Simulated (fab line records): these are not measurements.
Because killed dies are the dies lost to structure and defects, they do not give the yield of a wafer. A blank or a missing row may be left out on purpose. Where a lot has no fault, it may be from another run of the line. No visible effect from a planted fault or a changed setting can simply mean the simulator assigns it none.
Tool commonality check :: flow sky130 :: 13 lots and 45 wafers in the sample

## REASON FOR OPENING
Of 13 lots, 2 have the reading VIA4_W_RS flagged at SKY_VIA4_RS_MEAS_19. No-fault wafers: 0.2266 ohm/sq, standard deviation 0.003.
Rule: flag the lot when none of its wafers has a number, or when each of its wafers that has one lies beyond 4 standard deviations from that mean. The rest of the lots are taken to be sound.

lot: L377
measured: day 43 21:47
on: film-metro-02
VIA4_W_RS (ohm/sq), wafer by wafer: 0.2266 0.2258 0.2235
flag: 

lot: L378
measured: day 44 02:51
on: film-metro-04
VIA4_W_RS (ohm/sq), wafer by wafer: 0.2246 0.2250 0.2234
flag: 

lot: L379
measured: day 44 07:25
on: film-metro-04
VIA4_W_RS (ohm/sq), wafer by wafer: 0.2265 0.2253 0.2262
flag: 

lot: L381
measured: day 44 19:31
on: film-metro-01
VIA4_W_RS (ohm/sq), wafer by wafer: 0.2248 0.2238 0.2222
flag: 

lot: L380
measured: day 44 23:43
on: film-metro-01
VIA4_W_RS (ohm/sq), wafer by wafer: 0.2295 0.2298 0.2286
flag: 

lot: L383
measured: day 45 10:14
on: film-metro-01
VIA4_W_RS (ohm/sq), wafer by wafer: 0.2271 0.2268 0.2253
flag: 

lot: L384
measured: day 45 18:08
on: film-metro-02
VIA4_W_RS (ohm/sq), wafer by wafer: 0.2249 0.2247 0.2246
flag: 

lot: L385
measured: day 46 01:37
on: film-metro-02
VIA4_W_RS (ohm/sq), wafer by wafer: 0.2214 0.2304 0.2281
flag: 

lot: L387
measured: day 46 07:15
on: film-metro-01
VIA4_W_RS (ohm/sq), wafer by wafer: 0.2278 0.2238 0.2225
flag: 

lot: L388
measured: day 46 12:47
on: film-metro-01
VIA4_W_RS (ohm/sq), wafer by wafer: 0.1140 0.1137 0.1146 0.1138 0.1140 0.1147
flag: FLAGGED

lot: L389
measured: day 46 18:17
on: film-metro-02
VIA4_W_RS (ohm/sq), wafer by wafer: 0.1133 0.1137 0.1135 0.1134 0.1135 0.1135
flag: FLAGGED

lot: L396
measured: day 48 08:31
on: film-metro-04
VIA4_W_RS (ohm/sq), wafer by wafer: 0.2283 0.2261 0.2217
flag: 

lot: L397
measured: day 48 13:04
on: film-metro-01
VIA4_W_RS (ohm/sq), wafer by wafer: 0.2250 0.2279 0.2286
flag: 
The mean of the flagged lots' numbers is 0.1138 ohm/sq, -0.1128 ohm/sq from the usual (-38 standard deviations).

## TOOL THAT RAN EACH LOT
Before the reading, the record contains 2 process steps out of a 708-step route. Read each cell as the tool, then ch plus the chambers that the sampled wafers visited, then the start.
lot: L377
flag: 
SKY_VIA4_ETCH_12: rie-diel-03 ch 1,3, day 43 20:48
SKY_VIA4_CVD_18: cvd-w-01 ch 0,1, day 43 21:38

lot: L378
flag: 
SKY_VIA4_ETCH_12: rie-diel-01 ch 0,2,3, day 44 01:55
SKY_VIA4_CVD_18: cvd-w-01 ch 0,1, day 44 02:40

lot: L379
flag: 
SKY_VIA4_ETCH_12: rie-diel-04 ch 2,3, day 44 06:29
SKY_VIA4_CVD_18: cvd-w-01 ch 0,1, day 44 07:16

lot: L381
flag: 
SKY_VIA4_ETCH_12: rie-diel-04 ch 0,1,2, day 44 18:37
SKY_VIA4_CVD_18: cvd-w-01 ch 0, day 44 19:21

lot: L380
flag: 
SKY_VIA4_ETCH_12: rie-diel-04 ch 1,2,3, day 44 22:48
SKY_VIA4_CVD_18: cvd-w-02 ch 0,1, day 44 23:35

lot: L383
flag: 
SKY_VIA4_ETCH_12: rie-diel-01 ch 0,1,3, day 45 09:19
SKY_VIA4_CVD_18: cvd-w-02 ch 0,1, day 45 10:05

lot: L384
flag: 
SKY_VIA4_ETCH_12: rie-diel-01 ch 2,3, day 45 17:12
SKY_VIA4_CVD_18: cvd-w-02 ch 0,1, day 45 17:58

lot: L385
flag: 
SKY_VIA4_ETCH_12: rie-diel-03 ch 1,2,3, day 46 00:45
SKY_VIA4_CVD_18: cvd-w-01 ch 0,1, day 46 01:28

lot: L387
flag: 
SKY_VIA4_ETCH_12: rie-diel-01 ch 0,1,2, day 46 06:20
SKY_VIA4_CVD_18: cvd-w-01 ch 0,1, day 46 07:07

lot: L388
flag: FLAGGED
SKY_VIA4_ETCH_12: rie-diel-03 ch 0,1, day 46 10:52
SKY_VIA4_CVD_18: cvd-w-02 ch 1, day 46 12:03

lot: L389
flag: FLAGGED
SKY_VIA4_ETCH_12: rie-diel-03 ch 0,2,3, day 46 16:59
SKY_VIA4_CVD_18: cvd-w-02 ch 0,1, day 46 17:47

lot: L396
flag: 
SKY_VIA4_ETCH_12: rie-diel-01 ch 0,1,2, day 48 07:29
SKY_VIA4_CVD_18: cvd-w-01 ch 0,1, day 48 08:21

lot: L397
flag: 
SKY_VIA4_ETCH_12: rie-diel-03 ch 1,2,3, day 48 12:06
SKY_VIA4_CVD_18: cvd-w-01 ch 0,1, day 48 12:54
What these steps do:
- SKY_VIA4_ETCH_12: etches SiO2 in C4F8/O2/Ar, stops on TiN, target depth 580 nm.
- SKY_VIA4_CVD_18: deposits W, target thk 505 nm, time 152.14 s.
- SKY_VIA4_RS_MEAS_19: measures by four-point-probe.

## FLAGGED AGAINST TOTAL, ONE TOOL AT A TIME (gauges that did the reading follow at the end)
step: SKY_VIA4_ETCH_12
tool: rie-diel-01
lots run: 5
flagged: 0
share of the flagged lots: none
sound lots run after its first flagged lot: -

step: SKY_VIA4_ETCH_12
tool: rie-diel-03
lots run: 5
flagged: 2
share of the flagged lots: all
sound lots run after its first flagged lot: 1 (L397)

step: SKY_VIA4_ETCH_12
tool: rie-diel-04
lots run: 3
flagged: 0
share of the flagged lots: none
sound lots run after its first flagged lot: -

step: SKY_VIA4_CVD_18
tool: cvd-w-01
lots run: 8
flagged: 0
share of the flagged lots: none
sound lots run after its first flagged lot: -

step: SKY_VIA4_CVD_18
tool: cvd-w-02
lots run: 5
flagged: 2
share of the flagged lots: all
sound lots run after its first flagged lot: 0

step: SKY_VIA4_RS_MEAS_19
tool: film-metro-01
lots run: 6
flagged: 1
share of the flagged lots: some
sound lots run after its first flagged lot: 1 (L397)

step: SKY_VIA4_RS_MEAS_19
tool: film-metro-02
lots run: 4
flagged: 1
share of the flagged lots: some
sound lots run after its first flagged lot: 0

step: SKY_VIA4_RS_MEAS_19
tool: film-metro-04
lots run: 3
flagged: 0
share of the flagged lots: none
sound lots run after its first flagged lot: -

## THE TABLE: WHAT IT ALLOWS
rie-diel-03 at SKY_VIA4_ETCH_12 and cvd-w-02 at SKY_VIA4_CVD_18 are the 2 rows of the table that ran each flagged lot.
- rie-diel-03 at SKY_VIA4_ETCH_12: 2 of its 5 lots flagged. Sound lots ran on it after the first flagged one (L397), which a lasting fault on the whole tool wouldn't allow.
- cvd-w-02 at SKY_VIA4_CVD_18: 2 of its 5 lots flagged. Its last sound lot is L384 (day 45 17:58), its first flagged lot L388 (day 46 12:03): a fault that began between those two fits.
What remains is a single tool, cvd-w-02 at SKY_VIA4_CVD_18.

## WHAT THE SIMULATOR HAD INSERTED
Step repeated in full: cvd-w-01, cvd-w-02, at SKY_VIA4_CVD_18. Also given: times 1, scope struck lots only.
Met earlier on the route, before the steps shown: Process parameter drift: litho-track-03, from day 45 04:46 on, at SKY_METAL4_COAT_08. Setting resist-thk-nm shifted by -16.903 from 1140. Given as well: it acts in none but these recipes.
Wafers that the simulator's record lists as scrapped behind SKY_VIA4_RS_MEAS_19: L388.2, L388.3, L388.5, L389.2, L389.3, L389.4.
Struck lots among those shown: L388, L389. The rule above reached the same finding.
